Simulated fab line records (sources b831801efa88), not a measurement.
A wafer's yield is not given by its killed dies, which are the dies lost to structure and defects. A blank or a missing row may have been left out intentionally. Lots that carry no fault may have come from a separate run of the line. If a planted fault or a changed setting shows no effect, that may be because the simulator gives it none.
2 desks, one fault | flow sky130 | each desk holds nothing but its own numbers, with what lay behind them at the end

TOOL OWNER'S DESK, hdpcvd-01
The tool's own readings at SKY_VIA4_HDPCVD_00 (deposits SiO2, target thk 1750 nm, time 291.7 s): means of the sampled wafers that have a number, for each lot that ran on this tool. Any lot whose mean is over 4 standard deviations away from the usual mean is out of limits and marked OUT; that distance is given in the brackets.
Columns: A = pressure mtorr at SKY_VIA4_HDPCVD_00, usual 6.000 mTorr; B = run length s at SKY_VIA4_HDPCVD_00, usual 319.3 s
lot  | first seen here | A     | B
L730 | day 41 21:33    | 6.003 | 319.2
L737 | day 44 00:55    | 5.998 | 319.8
L742 | day 45 22:44    | 6.004 | 319.1
L744 | day 46 00:41    | 5.986 | 319.3
L746 | day 46 17:59    | 5.991 | 414.5 (+99 or more) OUT
L747 | day 46 19:43    | 6.001 | 366.8 (+93) OUT
L749 | day 47 00:07    | 6.002 | 366.7 (+93) OUT
Finding of this desk: L746, L747, L749 out of limits; the first was L746 at day 46 17:59, on run length s at SKY_VIA4_HDPCVD_00. Within limits: L730, L737, L742, L744.

AT THE METROLOGY DESK
What the gauges read, lot by lot, whatever tool the lot ran on: means of the sampled wafers that have a number. Any lot whose mean is over 4 standard deviations away from the usual mean is out of limits and marked OUT; that distance is given in the brackets.
Columns: A = CAP2M_TIN_RS at SKY_CAP2M_RS_MEAS_03, usual 6.89 ohm/sq; B = VIA4_HDPCVD_THK at SKY_VIA4_THK_MEAS_01, usual 1748 nm
lot  | first seen here | A    | B
L730 | day 39 20:10    | 6.91 | 1710
L731 | day 39 22:54    | 6.86 | 1766
L735 | day 42 00:28    | 6.94 | 1775
L737 | day 42 01:42    | 6.86 | 1748
L738 | day 42 09:29    | 6.78 | 1752
L742 | day 44 01:46    | 6.77 | 1742
L744 | day 44 04:24    | 6.90 | 1734
L746 | day 44 21:50    | 6.92 | 2308 (+23) OUT
L747 | day 44 23:31    | 6.93 | 2054 (+13) OUT
L749 | day 45 04:04    | 6.88 | 2018 (+11) OUT
L752 | day 45 21:49    | 6.88 | 1739
This desk reports L746, L747, L749 out of limits; the earliest was L746 at day 46 18:10 (VIA4_HDPCVD_THK at SKY_VIA4_THK_MEAS_01). Within limits: L730, L731, L735, L737, L738, L742, L744, L752.

PUT TOGETHER
On L746, L747, L749, at day 46 17:59, an alarm was possible from the tool owner's desk.
The metrology desk could have raised an alarm at day 46 18:10, on L746, L747, L749.
On hdpcvd-01, each named lot ran SKY_VIA4_HDPCVD_00.

WHAT WAS PUT IN BY THE SIMULATOR
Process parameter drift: hdpcvd-01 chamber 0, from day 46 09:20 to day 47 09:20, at SKY_VIA4_HDPCVD_00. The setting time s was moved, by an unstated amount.
Lots struck among those shown: L746, L747, L749.
Hours from the fault's start to each desk's first reading out of limits: the tool owner's desk, 9; the metrology desk, 9.
